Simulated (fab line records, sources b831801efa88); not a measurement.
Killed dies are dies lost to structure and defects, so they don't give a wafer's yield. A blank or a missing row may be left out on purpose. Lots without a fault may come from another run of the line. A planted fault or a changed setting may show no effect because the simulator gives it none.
Which tool did it? | flow gf180mcu | 12 lots, 36 wafers sampled, at 1 step of a route of 602

WHAT THE GAUGES READ, wafer by wafer
GF_M1_CD_MEAS_14: target cd 230 nm.
lot  | measured     | on        | cd_nm (nm)
L075 | day 17 12:49 | cd_sem-01 | 228.5 227.2 228.8
L077 | day 18 01:14 | cd_sem-01 | 227.3 228.1 228.3
L079 | day 18 17:54 | cd_sem-01 | 230.5 228.9 228.7
L081 | day 19 17:22 | cd_sem-02 | 231.4 232.0 231.1
L083 | day 20 09:09 | cd_sem-01 | 226.5 226.7 227.3
L085 | day 21 03:03 | cd_sem-01 | 229.8 229.9 229.3
L087 | day 22 08:41 | cd_sem-02 | 230.3 229.8 230.2
L089 | day 22 17:29 | cd_sem-02 | 230.2 229.7 230.9
L091 | day 23 12:14 | cd_sem-01 | 228.7 230.1 230.8
L093 | day 24 02:50 | cd_sem-01 | 230.4 230.4 230.0
L095 | day 24 17:24 | cd_sem-01 | 228.7 228.5 228.0
L097 | day 25 07:54 | cd_sem-01 | 231.7 232.4 230.9

WHICH TOOL RAN EACH LOT (tool, then ch and the chambers of the sampled wafers, then the start)
The record holds no process step before these readings.

THE ANSWER, worked out from the rows above alone
Rule: what is usual is taken from the lots themselves. Put in order of their means at a reading, lots are off if they are a third of the lots or fewer, leave a main group of 4 or more, and stand apart from it by a gap of 3 or more times the standard deviation of the main group's means; of several such gaps the widest counts. A main group whose means are all the same, to the digits that the tables above print for the reading, isn't used. A lot without any number at a reading at which 4 lots or more have one is off too. The other lots that the step has rows for count as sound.
No lot is off at any reading shown: from this, nothing can be told.

WHAT THE SIMULATOR HAD PUT IN
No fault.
